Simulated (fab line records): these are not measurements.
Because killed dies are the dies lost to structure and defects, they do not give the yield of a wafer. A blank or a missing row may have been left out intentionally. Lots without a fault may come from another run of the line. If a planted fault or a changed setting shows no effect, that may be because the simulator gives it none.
fab line records :: flow sky130
[record]
  lots = 11
  wafers = 32
  lastDay = 50
route steps=708 shown SD_P@331 CONTACT@420 METAL1@436
lots that met no fault: from a run of the same line without faults
startH: hours from the record's opening day to when the first of the lot's shown wafers began :: waitH: how many hours have passed since the lot's step before this one :: " same as the row above :: L1.1+2: several wafers, shown together as one row :: - either no value or no given start :: * or withheld: withheld :: < > ~ a bound
route shown NAME@n: NAME is a module with steps in the file, n the number in the route of the first one :: usual: mean and standard deviation over wafers with no fault :: same: alike in all rows :: chamber/n: place in a boat :: sites: the reading at each site :: _std_site: standard deviation of those values :: _edge_site: mean of outer sites minus mean of inner sites :: radiusMm: for every site, how far away it sits from the centre of the wafer :: mask NAME#n: copy n :: behind: the most recent tool/chamber to have shaped the wafer :: hold: why the lot went on hold/how many hours it stayed there/how the hold came to an end :: device: the transistor (n, p or np) that didn't switch :: end of line: tests of these same wafers at the route's end :: a step without rows: its recipe alone :: killed: the dies lost at the first sort to structure and to defects; this is not the yield of the wafer :: map: per-die view of a wafer (x killed, . not killed, _ where there is no die)
set.NAME: the setting as run; set.NAME@STEP: as run at that earlier step :: model.NAME: the simulator's own value behind a step, which no gauge read
steps of the route over a sample of lots; a table a step, a row a wafer
services: the hour from which a tool's chamber was out of use, counted from the record's first day as startH (under 0 if before that day), plus the number of hours and why
[[steps]]
[step SKY_SD_P_TW_MEAS_11]
[usual]
  SD_P_TW = 2817/13
lot.wafer: L478.2
tool: filmMetro-02
chamber: -
startH: 596.61
waitH: 0.1
SD_P_TW: 2827

lot.wafer: L478.3
tool: filmMetro-02
chamber: -
startH: 596.61
waitH: 0.1
SD_P_TW: 2805

lot.wafer: L478.6
tool: filmMetro-02
chamber: -
startH: 596.61
waitH: 0.1
SD_P_TW: 2819

lot.wafer: L479.1
tool: filmMetro-02
chamber: -
startH: 601.95
waitH: 0.1
SD_P_TW: 2813

lot.wafer: L479.5
tool: filmMetro-02
chamber: -
startH: 601.95
waitH: 0.1
SD_P_TW: 2811

lot.wafer: L479.6
tool: filmMetro-02
chamber: -
startH: 601.95
waitH: 0.1
SD_P_TW: 2825

lot.wafer: L480.1
tool: filmMetro-04
chamber: -
startH: 605.43
waitH: 0.1
SD_P_TW: 2828

lot.wafer: L480.2
tool: filmMetro-04
chamber: -
startH: 605.43
waitH: 0.1
SD_P_TW: 2813

lot.wafer: L480.5
tool: filmMetro-04
chamber: -
startH: 605.43
waitH: 0.1
SD_P_TW: 2799

lot.wafer: L483.1
tool: filmMetro-02
chamber: -
startH: 657.40
waitH: 0.1
SD_P_TW: 2795

lot.wafer: L483.3
tool: filmMetro-02
chamber: -
startH: 657.40
waitH: 0.1
SD_P_TW: 2797

lot.wafer: L483.5
tool: filmMetro-02
chamber: -
startH: 657.40
waitH: 0.1
SD_P_TW: 2796

lot.wafer: L489.1
tool: filmMetro-04
chamber: -
startH: 697.55
waitH: 0.1
SD_P_TW: 2813

lot.wafer: L489.3
tool: filmMetro-04
chamber: -
startH: 697.55
waitH: 0.1
SD_P_TW: 2815

lot.wafer: L489.5
tool: filmMetro-04
chamber: -
startH: 697.55
waitH: 0.1
SD_P_TW: 2818

lot.wafer: L490.1
tool: filmMetro-04
chamber: -
startH: 705.84
waitH: 0.1
SD_P_TW: 2808

lot.wafer: L490.3
tool: filmMetro-04
chamber: -
startH: 705.84
waitH: 0.1
SD_P_TW: 2832

lot.wafer: L490.5
tool: filmMetro-04
chamber: -
startH: 705.84
waitH: 0.1
SD_P_TW: 2816

lot.wafer: L491.1
tool: filmMetro-01
chamber: -
startH: 710.03
waitH: 0.1
SD_P_TW: 2818

lot.wafer: L491.2
tool: filmMetro-01
chamber: -
startH: 710.03
waitH: 0.1
SD_P_TW: 2822

lot.wafer: L491.5
tool: filmMetro-01
chamber: -
startH: 710.03
waitH: 0.1
SD_P_TW: 2835

lot.wafer: L495.2
tool: filmMetro-02
chamber: -
startH: 739.39
waitH: 0.1
SD_P_TW: 2817

lot.wafer: L495.4
tool: filmMetro-02
chamber: -
startH: 739.39
waitH: 0.1
SD_P_TW: 2802

lot.wafer: L496.3
tool: filmMetro-02
chamber: -
startH: 744.35
waitH: 0.1
SD_P_TW: 2814

lot.wafer: L496.4
tool: filmMetro-02
chamber: -
startH: 744.35
waitH: 0.1
SD_P_TW: 2794

lot.wafer: L496.5
tool: filmMetro-02
chamber: -
startH: 744.35
waitH: 0.1
SD_P_TW: 2811

lot.wafer: L499.2
tool: filmMetro-04
chamber: -
startH: 765.96
waitH: 0.1
SD_P_TW: 2839

lot.wafer: L499.4
tool: filmMetro-04
chamber: -
startH: 765.96
waitH: 0.1
SD_P_TW: 2821

lot.wafer: L499.5
tool: filmMetro-04
chamber: -
startH: 765.96
waitH: 0.1
SD_P_TW: 2830

lot.wafer: L500.3
tool: filmMetro-01
chamber: -
startH: 770.61
waitH: 0.1
SD_P_TW: 2817

lot.wafer: L500.4
tool: filmMetro-01
chamber: -
startH: 770.61
waitH: 0.1
SD_P_TW: 2823

lot.wafer: L500.6
tool: filmMetro-01
chamber: -
startH: 770.61
waitH: 0.1
SD_P_TW: 2817
[step SKY_CONTACT_CD_MEAS_14]
[recipe]
  targetCdNm = 170
[usual]
  cdNm = 169.9/1.6
lot.wafer: L478.2
tool: cdSem-02
chamber: -
startH: 741.03
waitH: -
cdNm: 170.6

lot.wafer: L478.3
tool: cdSem-02
chamber: -
startH: 741.03
waitH: -
cdNm: 170.8

lot.wafer: L478.6
tool: cdSem-02
chamber: -
startH: 741.03
waitH: -
cdNm: 171.0

lot.wafer: L479.1
tool: cdSem-01
chamber: -
startH: 748.04
waitH: -
cdNm: 169.5

lot.wafer: L479.5
tool: cdSem-01
chamber: -
startH: 748.04
waitH: -
cdNm: 170.3

lot.wafer: L479.6
tool: cdSem-01
chamber: -
startH: 748.04
waitH: -
cdNm: 169.1

lot.wafer: L480.1
tool: cdSem-02
chamber: -
startH: 751.49
waitH: -
cdNm: 170.6

lot.wafer: L480.2
tool: cdSem-02
chamber: -
startH: 751.49
waitH: -
cdNm: 170.7

lot.wafer: L480.5
tool: cdSem-02
chamber: -
startH: 751.49
waitH: -
cdNm: 172.2

lot.wafer: L483.1
tool: cdSem-01
chamber: -
startH: 796.29
waitH: -
cdNm: 172.1

lot.wafer: L483.3
tool: cdSem-01
chamber: -
startH: 796.29
waitH: -
cdNm: 173.3

lot.wafer: L483.5
tool: cdSem-01
chamber: -
startH: 796.29
waitH: -
cdNm: 171.9

lot.wafer: L489.1
tool: cdSem-02
chamber: -
startH: 836.66
waitH: -
cdNm: 168.9

lot.wafer: L489.3
tool: cdSem-02
chamber: -
startH: 836.66
waitH: -
cdNm: 168.2

lot.wafer: L489.5
tool: cdSem-02
chamber: -
startH: 836.66
waitH: -
cdNm: 168.7

lot.wafer: L490.1
tool: cdSem-02
chamber: -
startH: 844.64
waitH: -
cdNm: 170.0

lot.wafer: L490.3
tool: cdSem-02
chamber: -
startH: 844.64
waitH: -
cdNm: 170.2

lot.wafer: L490.5
tool: cdSem-02
chamber: -
startH: 844.64
waitH: -
cdNm: 168.0

lot.wafer: L491.1
tool: cdSem-02
chamber: -
startH: 847.99
waitH: -
cdNm: 168.5

lot.wafer: L491.2
tool: cdSem-02
chamber: -
startH: 847.99
waitH: -
cdNm: 169.8

lot.wafer: L491.5
tool: cdSem-02
chamber: -
startH: 847.99
waitH: -
cdNm: 170.2

lot.wafer: L495.2
tool: cdSem-01
chamber: -
startH: 877.08
waitH: -
cdNm: 171.2

lot.wafer: L495.4
tool: cdSem-01
chamber: -
startH: 877.08
waitH: -
cdNm: 172.3

lot.wafer: L496.3
tool: cdSem-02
chamber: -
startH: 881.70
waitH: -
cdNm: 169.4

lot.wafer: L496.4
tool: cdSem-02
chamber: -
startH: 881.70
waitH: -
cdNm: 171.5

lot.wafer: L496.5
tool: cdSem-02
chamber: -
startH: 881.70
waitH: -
cdNm: 170.6

lot.wafer: L499.2
tool: cdSem-01
chamber: -
startH: 902.08
waitH: -
cdNm: 168.4

lot.wafer: L499.4
tool: cdSem-01
chamber: -
startH: 902.08
waitH: -
cdNm: 169.2

lot.wafer: L499.5
tool: cdSem-01
chamber: -
startH: 902.08
waitH: -
cdNm: 167.1

lot.wafer: L500.3
tool: cdSem-01
chamber: -
startH: 904.58
waitH: -
cdNm: 170.1

lot.wafer: L500.4
tool: cdSem-01
chamber: -
startH: 904.58
waitH: -
cdNm: 169.6

lot.wafer: L500.6
tool: cdSem-01
chamber: -
startH: 904.58
waitH: -
cdNm: 169.3
[step SKY_CONTACT_RS_MEAS_25]
[recipe]
  thkMeasGauge = four-point-probe
  reads = W_of_CONTACT_CVD_24+TiN_of_CONTACT_SPUTTER_23
[usual]
  CONTACT_W_RS = 0.336/0.0047
lot.wafer: L478.2
tool: filmMetro-04
chamber: -
startH: 742.10
waitH: 0.1
CONTACT_W_RS[ohm/sq]: 0.333

lot.wafer: L478.3
tool: filmMetro-04
chamber: -
startH: 742.10
waitH: 0.1
CONTACT_W_RS[ohm/sq]: 0.331

lot.wafer: L478.6
tool: filmMetro-04
chamber: -
startH: 742.10
waitH: 0.1
CONTACT_W_RS[ohm/sq]: 0.332

lot.wafer: L479.1
tool: filmMetro-01
chamber: -
startH: 749.14
waitH: 0.1
CONTACT_W_RS[ohm/sq]: 0.334

lot.wafer: L479.5
tool: filmMetro-01
chamber: -
startH: 749.14
waitH: 0.1
CONTACT_W_RS[ohm/sq]: 0.343

lot.wafer: L479.6
tool: filmMetro-01
chamber: -
startH: 749.14
waitH: 0.1
CONTACT_W_RS[ohm/sq]: 0.336

lot.wafer: L480.1
tool: filmMetro-01
chamber: -
startH: 752.59
waitH: 0.1
CONTACT_W_RS[ohm/sq]: 0.331

lot.wafer: L480.2
tool: filmMetro-01
chamber: -
startH: 752.59
waitH: 0.1
CONTACT_W_RS[ohm/sq]: 0.338

lot.wafer: L480.5
tool: filmMetro-01
chamber: -
startH: 752.59
waitH: 0.1
CONTACT_W_RS[ohm/sq]: 0.336

lot.wafer: L483.1
tool: filmMetro-03
chamber: -
startH: 797.34
waitH: 0.1
CONTACT_W_RS[ohm/sq]: 0.334

lot.wafer: L483.3
tool: filmMetro-03
chamber: -
startH: 797.34
waitH: 0.1
CONTACT_W_RS[ohm/sq]: 0.341

lot.wafer: L483.5
tool: filmMetro-03
chamber: -
startH: 797.34
waitH: 0.1
CONTACT_W_RS[ohm/sq]: 0.333

lot.wafer: L489.1
tool: filmMetro-03
chamber: -
startH: 837.71
waitH: 0.1
CONTACT_W_RS[ohm/sq]: 0.338

lot.wafer: L489.3
tool: filmMetro-03
chamber: -
startH: 837.71
waitH: 0.1
CONTACT_W_RS[ohm/sq]: 0.339

lot.wafer: L489.5
tool: filmMetro-03
chamber: -
startH: 837.71
waitH: 0.1
CONTACT_W_RS[ohm/sq]: 0.334

lot.wafer: L490.1
tool: filmMetro-01
chamber: -
startH: 845.69
waitH: 0.1
CONTACT_W_RS[ohm/sq]: 0.335

lot.wafer: L490.3
tool: filmMetro-01
chamber: -
startH: 845.69
waitH: 0.1
CONTACT_W_RS[ohm/sq]: 0.338

lot.wafer: L490.5
tool: filmMetro-01
chamber: -
startH: 845.69
waitH: 0.1
CONTACT_W_RS[ohm/sq]: 0.332

lot.wafer: L491.1
tool: filmMetro-03
chamber: -
startH: 849.04
waitH: 0.1
CONTACT_W_RS[ohm/sq]: 0.336

lot.wafer: L491.2
tool: filmMetro-03
chamber: -
startH: 849.04
waitH: 0.1
CONTACT_W_RS[ohm/sq]: 0.333

lot.wafer: L491.5
tool: filmMetro-03
chamber: -
startH: 849.04
waitH: 0.1
CONTACT_W_RS[ohm/sq]: 0.335

lot.wafer: L495.2
tool: filmMetro-03
chamber: -
startH: 878.13
waitH: 0.1
CONTACT_W_RS[ohm/sq]: 0.333

lot.wafer: L495.4
tool: filmMetro-03
chamber: -
startH: 878.13
waitH: 0.1
CONTACT_W_RS[ohm/sq]: 0.333

lot.wafer: L496.3
tool: filmMetro-01
chamber: -
startH: 882.78
waitH: 0.1
CONTACT_W_RS[ohm/sq]: 0.340

lot.wafer: L496.4
tool: filmMetro-01
chamber: -
startH: 882.78
waitH: 0.1
CONTACT_W_RS[ohm/sq]: 0.334

lot.wafer: L496.5
tool: filmMetro-01
chamber: -
startH: 882.78
waitH: 0.1
CONTACT_W_RS[ohm/sq]: 0.339

lot.wafer: L499.2
tool: filmMetro-04
chamber: -
startH: 903.14
waitH: 0.1
CONTACT_W_RS[ohm/sq]: 0.342

lot.wafer: L499.4
tool: filmMetro-04
chamber: -
startH: 903.14
waitH: 0.1
CONTACT_W_RS[ohm/sq]: 0.335

lot.wafer: L499.5
tool: filmMetro-04
chamber: -
startH: 903.14
waitH: 0.1
CONTACT_W_RS[ohm/sq]: 0.334

lot.wafer: L500.3
tool: filmMetro-03
chamber: -
startH: 905.65
waitH: 0.1
CONTACT_W_RS[ohm/sq]: 0.332

lot.wafer: L500.4
tool: filmMetro-03
chamber: -
startH: 905.65
waitH: 0.1
CONTACT_W_RS[ohm/sq]: 0.339

lot.wafer: L500.6
tool: filmMetro-03
chamber: -
startH: 905.65
waitH: 0.1
CONTACT_W_RS[ohm/sq]: 0.338
[step SKY_METAL1_SPUTTER_02]
[recipe]
  material = AlCu
  targetThkNm = 250
  powerW = 10600
  timeS = 13.3
  chamberPressurePa = 0.4
[usual]
  chamberPressurePa = 0.4000/0.00071
  throttleValvePct = 30.1/0.62
[same]
  timeS = 13.3
lot.wafer: L478.2
tool: pvdSputter-03
chamber: -
startH: 742.60
waitH: 0.0
chamberPressurePa: 0.4006
throttleValvePct: 29.5

lot.wafer: L478.3
tool: pvdSputter-03
chamber: -
startH: 742.60
waitH: 0.0
chamberPressurePa: 0.4016
throttleValvePct: 30.5

lot.wafer: L478.6
tool: pvdSputter-03
chamber: -
startH: 742.60
waitH: 0.0
chamberPressurePa: 0.4007
throttleValvePct: 30.7

lot.wafer: L479.1
tool: pvdSputter-03
chamber: -
startH: 749.67
waitH: 0.0
chamberPressurePa: 0.3997
throttleValvePct: 30.6

lot.wafer: L479.5
tool: pvdSputter-03
chamber: -
startH: 749.67
waitH: 0.0
chamberPressurePa: 0.3999
throttleValvePct: 31.1

lot.wafer: L479.6
tool: pvdSputter-03
chamber: -
startH: 749.67
waitH: 0.0
chamberPressurePa: 0.4004
throttleValvePct: 30.7

lot.wafer: L480.1
tool: pvdSputter-02
chamber: -
startH: 753.12
waitH: 0.0
chamberPressurePa: 0.3997
throttleValvePct: 29.5

lot.wafer: L480.2
tool: pvdSputter-02
chamber: -
startH: 753.12
waitH: 0.0
chamberPressurePa: 0.4004
throttleValvePct: 29.6

lot.wafer: L480.5
tool: pvdSputter-02
chamber: -
startH: 753.12
waitH: 0.0
chamberPressurePa: 0.3996
throttleValvePct: 29.8

lot.wafer: L483.1
tool: pvdSputter-04
chamber: -
startH: 797.87
waitH: 0.0
chamberPressurePa: 0.3995
throttleValvePct: 30.8

lot.wafer: L483.3
tool: pvdSputter-04
chamber: -
startH: 797.87
waitH: 0.0
chamberPressurePa: 0.3997
throttleValvePct: 30.4

lot.wafer: L483.5
tool: pvdSputter-04
chamber: -
startH: 797.87
waitH: 0.0
chamberPressurePa: 0.4000
throttleValvePct: 30.2

lot.wafer: L489.1
tool: pvdSputter-04
chamber: -
startH: 838.24
waitH: 0.0
chamberPressurePa: 0.3998
throttleValvePct: 29.8

lot.wafer: L489.3
tool: pvdSputter-04
chamber: -
startH: 838.24
waitH: 0.0
chamberPressurePa: 0.4001
throttleValvePct: 30.4

lot.wafer: L489.5
tool: pvdSputter-04
chamber: -
startH: 838.24
waitH: 0.0
chamberPressurePa: 0.3999
throttleValvePct: 30.5

lot.wafer: L490.1
tool: pvdSputter-02
chamber: -
startH: 846.22
waitH: 0.0
chamberPressurePa: 0.3995
throttleValvePct: 29.3

lot.wafer: L490.3
tool: pvdSputter-02
chamber: -
startH: 846.22
waitH: 0.0
chamberPressurePa: 0.3997
throttleValvePct: 29.7

lot.wafer: L490.5
tool: pvdSputter-02
chamber: -
startH: 846.22
waitH: 0.0
chamberPressurePa: 0.4002
throttleValvePct: 29.6

lot.wafer: L491.1
tool: pvdSputter-02
chamber: -
startH: 849.57
waitH: 0.0
chamberPressurePa: 0.4010
throttleValvePct: 29.6

lot.wafer: L491.2
tool: pvdSputter-02
chamber: -
startH: 849.57
waitH: 0.0
chamberPressurePa: 0.3994
throttleValvePct: 29.9

lot.wafer: L491.5
tool: pvdSputter-02
chamber: -
startH: 849.57
waitH: 0.0
chamberPressurePa: 0.3996
throttleValvePct: 31.1

lot.wafer: L495.2
tool: pvdSputter-02
chamber: -
startH: 878.64
waitH: 0.0
chamberPressurePa: 0.4468
throttleValvePct: 27.8

lot.wafer: L495.4
tool: pvdSputter-02
chamber: -
startH: 878.64
waitH: 0.0
chamberPressurePa: 0.4462
throttleValvePct: 27.6

lot.wafer: L496.3
tool: pvdSputter-02
chamber: -
startH: 883.27
waitH: 0.0
chamberPressurePa: 0.4442
throttleValvePct: 29.7

lot.wafer: L496.4
tool: pvdSputter-02
chamber: -
startH: 883.27
waitH: 0.0
chamberPressurePa: 0.4465
throttleValvePct: 28.2

lot.wafer: L496.5
tool: pvdSputter-02
chamber: -
startH: 883.27
waitH: 0.0
chamberPressurePa: 0.4454
throttleValvePct: 28.2

lot.wafer: L499.2
tool: pvdSputter-04
chamber: -
startH: 903.65
waitH: 0.0
chamberPressurePa: 0.4001
throttleValvePct: 29.8

lot.wafer: L499.4
tool: pvdSputter-04
chamber: -
startH: 903.65
waitH: 0.0
chamberPressurePa: 0.3993
throttleValvePct: 30.8

lot.wafer: L499.5
tool: pvdSputter-04
chamber: -
startH: 903.65
waitH: 0.0
chamberPressurePa: 0.3989
throttleValvePct: 30.6

lot.wafer: L500.3
tool: pvdSputter-04
chamber: -
startH: 906.14
waitH: 0.0
chamberPressurePa: 0.4004
throttleValvePct: 30.0

lot.wafer: L500.4
tool: pvdSputter-04
chamber: -
startH: 906.14
waitH: 0.0
chamberPressurePa: 0.4003
throttleValvePct: 30.2

lot.wafer: L500.6
tool: pvdSputter-04
chamber: -
startH: 906.14
waitH: 0.0
chamberPressurePa: 0.3986
throttleValvePct: 29.9
[step SKY_METAL1_RS_MEAS_05]
[recipe]
  thkMeasGauge = four-point-probe
  reads = TiN_of_METAL1_SPUTTER_04+Ti_of_METAL1_SPUTTER_03+AlCu_of_METAL1_SPUTTER_02+TiN_of_METAL1_SPUTTER_01+Ti_of_METAL1_SPUTTER_00
[usual]
  METAL1_ALCU_RS = 0.1269/0.00098
lot.wafer: L478.2
tool: filmMetro-02
chamber: -
startH: 742.72
waitH: 0.0
METAL1_ALCU_RS[ohm/sq]: 0.1258

lot.wafer: L478.3
tool: filmMetro-02
chamber: -
startH: 742.72
waitH: 0.0
METAL1_ALCU_RS[ohm/sq]: 0.1262

lot.wafer: L478.6
tool: filmMetro-02
chamber: -
startH: 742.72
waitH: 0.0
METAL1_ALCU_RS[ohm/sq]: 0.1264

lot.wafer: L479.1
tool: filmMetro-02
chamber: -
startH: 749.76
waitH: 0.0
METAL1_ALCU_RS[ohm/sq]: 0.1265

lot.wafer: L479.5
tool: filmMetro-02
chamber: -
startH: 749.76
waitH: 0.0
METAL1_ALCU_RS[ohm/sq]: 0.1280

lot.wafer: L479.6
tool: filmMetro-02
chamber: -
startH: 749.76
waitH: 0.0
METAL1_ALCU_RS[ohm/sq]: 0.1270

lot.wafer: L480.1
tool: filmMetro-03
chamber: -
startH: 753.21
waitH: 0.0
METAL1_ALCU_RS[ohm/sq]: 0.1275

lot.wafer: L480.2
tool: filmMetro-03
chamber: -
startH: 753.21
waitH: 0.0
METAL1_ALCU_RS[ohm/sq]: 0.1290

lot.wafer: L480.5
tool: filmMetro-03
chamber: -
startH: 753.21
waitH: 0.0
METAL1_ALCU_RS[ohm/sq]: 0.1287

lot.wafer: L483.1
tool: filmMetro-03
chamber: -
startH: 797.96
waitH: 0.0
METAL1_ALCU_RS[ohm/sq]: 0.1256

lot.wafer: L483.3
tool: filmMetro-03
chamber: -
startH: 797.96
waitH: 0.0
METAL1_ALCU_RS[ohm/sq]: 0.1265

lot.wafer: L483.5
tool: filmMetro-03
chamber: -
startH: 797.96
waitH: 0.0
METAL1_ALCU_RS[ohm/sq]: 0.1264

lot.wafer: L489.1
tool: filmMetro-03
chamber: -
startH: 838.33
waitH: 0.0
METAL1_ALCU_RS[ohm/sq]: 0.1280

lot.wafer: L489.3
tool: filmMetro-03
chamber: -
startH: 838.33
waitH: 0.0
METAL1_ALCU_RS[ohm/sq]: 0.1284

lot.wafer: L489.5
tool: filmMetro-03
chamber: -
startH: 838.33
waitH: 0.0
METAL1_ALCU_RS[ohm/sq]: 0.1277

lot.wafer: L490.1
tool: filmMetro-02
chamber: -
startH: 846.31
waitH: 0.0
METAL1_ALCU_RS[ohm/sq]: 0.1261

lot.wafer: L490.3
tool: filmMetro-02
chamber: -
startH: 846.31
waitH: 0.0
METAL1_ALCU_RS[ohm/sq]: 0.1264

lot.wafer: L490.5
tool: filmMetro-02
chamber: -
startH: 846.31
waitH: 0.0
METAL1_ALCU_RS[ohm/sq]: 0.1259

lot.wafer: L491.1
tool: filmMetro-02
chamber: -
startH: 849.66
waitH: 0.0
METAL1_ALCU_RS[ohm/sq]: 0.1280

lot.wafer: L491.2
tool: filmMetro-02
chamber: -
startH: 849.66
waitH: 0.0
METAL1_ALCU_RS[ohm/sq]: 0.1273

lot.wafer: L491.5
tool: filmMetro-02
chamber: -
startH: 849.66
waitH: 0.0
METAL1_ALCU_RS[ohm/sq]: 0.1272

lot.wafer: L495.2
tool: filmMetro-03
chamber: -
startH: 878.75
waitH: 0.0
METAL1_ALCU_RS[ohm/sq]: 0.1312

lot.wafer: L495.4
tool: filmMetro-03
chamber: -
startH: 878.75
waitH: 0.0
METAL1_ALCU_RS[ohm/sq]: 0.1298

lot.wafer: L496.3
tool: filmMetro-03
chamber: -
startH: 883.40
waitH: 0.1
METAL1_ALCU_RS[ohm/sq]: 0.1309

lot.wafer: L496.4
tool: filmMetro-03
chamber: -
startH: 883.40
waitH: 0.1
METAL1_ALCU_RS[ohm/sq]: 0.1321

lot.wafer: L496.5
tool: filmMetro-03
chamber: -
startH: 883.40
waitH: 0.1
METAL1_ALCU_RS[ohm/sq]: 0.1327

lot.wafer: L499.2
tool: filmMetro-04
chamber: -
startH: 903.76
waitH: 0.0
METAL1_ALCU_RS[ohm/sq]: 0.1269

lot.wafer: L499.4
tool: filmMetro-04
chamber: -
startH: 903.76
waitH: 0.0
METAL1_ALCU_RS[ohm/sq]: 0.1270

lot.wafer: L499.5
tool: filmMetro-04
chamber: -
startH: 903.76
waitH: 0.0
METAL1_ALCU_RS[ohm/sq]: 0.1265

lot.wafer: L500.3
tool: filmMetro-02
chamber: -
startH: 906.27
waitH: 0.1
METAL1_ALCU_RS[ohm/sq]: 0.1259

lot.wafer: L500.4
tool: filmMetro-02
chamber: -
startH: 906.27
waitH: 0.1
METAL1_ALCU_RS[ohm/sq]: 0.1243

lot.wafer: L500.6
tool: filmMetro-02
chamber: -
startH: 906.27
waitH: 0.1
METAL1_ALCU_RS[ohm/sq]: 0.1252
[step SKY_METAL1_THK_MEAS_06]
[recipe]
  thkMeasGauge = xrf
  reads = AlCu_of_METAL1_SPUTTER_02
[usual]
  METAL1_ALCU_THK = 251.2/2
lot.wafer: L478.2
tool: filmMetro-02
chamber: -
startH: 742.83
waitH: 0.1
METAL1_ALCU_THK[nm]: 253.3

lot.wafer: L478.3
tool: filmMetro-02
chamber: -
startH: 742.83
waitH: 0.1
METAL1_ALCU_THK[nm]: 251.2

lot.wafer: L478.6
tool: filmMetro-02
chamber: -
startH: 742.83
waitH: 0.1
METAL1_ALCU_THK[nm]: 251.3

lot.wafer: L479.1
tool: filmMetro-02
chamber: -
startH: 749.88
waitH: 0.1
METAL1_ALCU_THK[nm]: 250.8

lot.wafer: L479.5
tool: filmMetro-02
chamber: -
startH: 749.88
waitH: 0.1
METAL1_ALCU_THK[nm]: 247.6

lot.wafer: L479.6
tool: filmMetro-02
chamber: -
startH: 749.88
waitH: 0.1
METAL1_ALCU_THK[nm]: 248.8

lot.wafer: L480.1
tool: filmMetro-03
chamber: -
startH: 753.33
waitH: 0.1
METAL1_ALCU_THK[nm]: 251.7

lot.wafer: L480.2
tool: filmMetro-03
chamber: -
startH: 753.33
waitH: 0.1
METAL1_ALCU_THK[nm]: 249.9

lot.wafer: L480.5
tool: filmMetro-03
chamber: -
startH: 753.33
waitH: 0.1
METAL1_ALCU_THK[nm]: 249.9

lot.wafer: L483.1
tool: filmMetro-03
chamber: -
startH: 798.08
waitH: 0.1
METAL1_ALCU_THK[nm]: 254.6

lot.wafer: L483.3
tool: filmMetro-03
chamber: -
startH: 798.08
waitH: 0.1
METAL1_ALCU_THK[nm]: 252.6

lot.wafer: L483.5
tool: filmMetro-03
chamber: -
startH: 798.08
waitH: 0.1
METAL1_ALCU_THK[nm]: 252.6

lot.wafer: L489.1
tool: filmMetro-03
chamber: -
startH: 838.45
waitH: 0.1
METAL1_ALCU_THK[nm]: 248.4

lot.wafer: L489.3
tool: filmMetro-03
chamber: -
startH: 838.45
waitH: 0.1
METAL1_ALCU_THK[nm]: 249.3

lot.wafer: L489.5
tool: filmMetro-03
chamber: -
startH: 838.45
waitH: 0.1
METAL1_ALCU_THK[nm]: 249.8

lot.wafer: L490.1
tool: filmMetro-02
chamber: -
startH: 846.43
waitH: 0.1
METAL1_ALCU_THK[nm]: 252.1

lot.wafer: L490.3
tool: filmMetro-02
chamber: -
startH: 846.43
waitH: 0.1
METAL1_ALCU_THK[nm]: 248.5

lot.wafer: L490.5
tool: filmMetro-02
chamber: -
startH: 846.43
waitH: 0.1
METAL1_ALCU_THK[nm]: 251.8

lot.wafer: L491.1
tool: filmMetro-02
chamber: -
startH: 849.78
waitH: 0.1
METAL1_ALCU_THK[nm]: 248.0

lot.wafer: L491.2
tool: filmMetro-02
chamber: -
startH: 849.78
waitH: 0.1
METAL1_ALCU_THK[nm]: 249.3

lot.wafer: L491.5
tool: filmMetro-02
chamber: -
startH: 849.78
waitH: 0.1
METAL1_ALCU_THK[nm]: 249.5

lot.wafer: L495.2
tool: filmMetro-03
chamber: -
startH: 878.86
waitH: 0.1
METAL1_ALCU_THK[nm]: 243.2

lot.wafer: L495.4
tool: filmMetro-03
chamber: -
startH: 878.86
waitH: 0.1
METAL1_ALCU_THK[nm]: 247.0

lot.wafer: L496.3
tool: filmMetro-03
chamber: -
startH: 883.50
waitH: 0.1
METAL1_ALCU_THK[nm]: 244.5

lot.wafer: L496.4
tool: filmMetro-03
chamber: -
startH: 883.50
waitH: 0.1
METAL1_ALCU_THK[nm]: 243.4

lot.wafer: L496.5
tool: filmMetro-03
chamber: -
startH: 883.50
waitH: 0.1
METAL1_ALCU_THK[nm]: 241.6

lot.wafer: L499.2
tool: filmMetro-04
chamber: -
startH: 903.87
waitH: 0.1
METAL1_ALCU_THK[nm]: 251.4

lot.wafer: L499.4
tool: filmMetro-04
chamber: -
startH: 903.87
waitH: 0.1
METAL1_ALCU_THK[nm]: 250.7

lot.wafer: L499.5
tool: filmMetro-04
chamber: -
startH: 903.87
waitH: 0.1
METAL1_ALCU_THK[nm]: 251.4

lot.wafer: L500.3
tool: filmMetro-02
chamber: -
startH: 906.37
waitH: 0.1
METAL1_ALCU_THK[nm]: 253.3

lot.wafer: L500.4
tool: filmMetro-02
chamber: -
startH: 906.37
waitH: 0.1
METAL1_ALCU_THK[nm]: 254.5

lot.wafer: L500.6
tool: filmMetro-02
chamber: -
startH: 906.37
waitH: 0.1
METAL1_ALCU_THK[nm]: 253.5
[[services]]
tool: pvdSputter-03
chamber: -
startH: 731.38
hours: 3.1
kind: repair

tool: pvdSputter-04
chamber: -
startH: 775.92
hours: 5.5
kind: repair

tool: pvdSputter-04
chamber: 0
startH: 811.75
hours: -
kind: consumableReplace:kit

tool: pvdSputter-04
chamber: 0
startH: 811.75
hours: 18.0
kind: scheduledDown

tool: pvdSputter-04
chamber: 0
startH: 811.75
hours: 18.0
kind: ventCycle

tool: pvdSputter-03
chamber: -
startH: 814.03
hours: 9.2
kind: repair

tool: pvdSputter-04
chamber: -
startH: 816.93
hours: 2.1
kind: repair

tool: pvdSputter-02
chamber: -
startH: 832.51
hours: 12.7
kind: repair

tool: pvdSputter-03
chamber: -
startH: 842.93
hours: 0.7
kind: repair

tool: pvdSputter-02
chamber: 2
startH: 861.36
hours: -
kind: consumableReplace:kit

tool: pvdSputter-02
chamber: 2
startH: 861.36
hours: 18.0
kind: scheduledDown

tool: pvdSputter-02
chamber: 2
startH: 861.36
hours: 18.0
kind: ventCycle

tool: pvdSputter-03
chamber: -
startH: 898.83
hours: 0.7
kind: repair
[[key]]
[firstSign]
  step = SKY_METAL1_SPUTTER_02
  reading = chamberPressurePa
  direction = up
  sigmas = 65
  usual = 0.4000
  struck = 0.4458
[effect]
  step = SKY_METAL1_SPUTTER_02
  reading = throttleValvePct
  direction = down
  sigmas = 3
  usual = 30.1
  struck = 28.3
[effect]
  step = SKY_METAL1_RS_MEAS_05
  reading = METAL1_ALCU_RS
  direction = up
  sigmas = 4.5
  usual = 0.1269
  struck = 0.1313
[effect]
  step = SKY_METAL1_THK_MEAS_06
  reading = METAL1_ALCU_THK
  direction = down
  sigmas = 3.7
  usual = 251.2
  struck = 244.0
metAt SKY_METAL1_SPUTTER_02
struckLots L495,L496
notActingAt SKY_SD_P_TW_MEAS_11,SKY_CONTACT_CD_MEAS_14,SKY_CONTACT_RS_MEAS_25
onsetBetween 849.57 878.64
[fault]
  kind = processParameterDrift
  tool = pvdSputter-02
  chamber = -
  onsetH = 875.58
  steps = SKY_METAL1_SPUTTER_02
  channel = chamberPressurePa
  offset = 0.045863
  shape = step
  endH = 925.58
  actsIn = theseRecipesOnly
  stated = 0.4
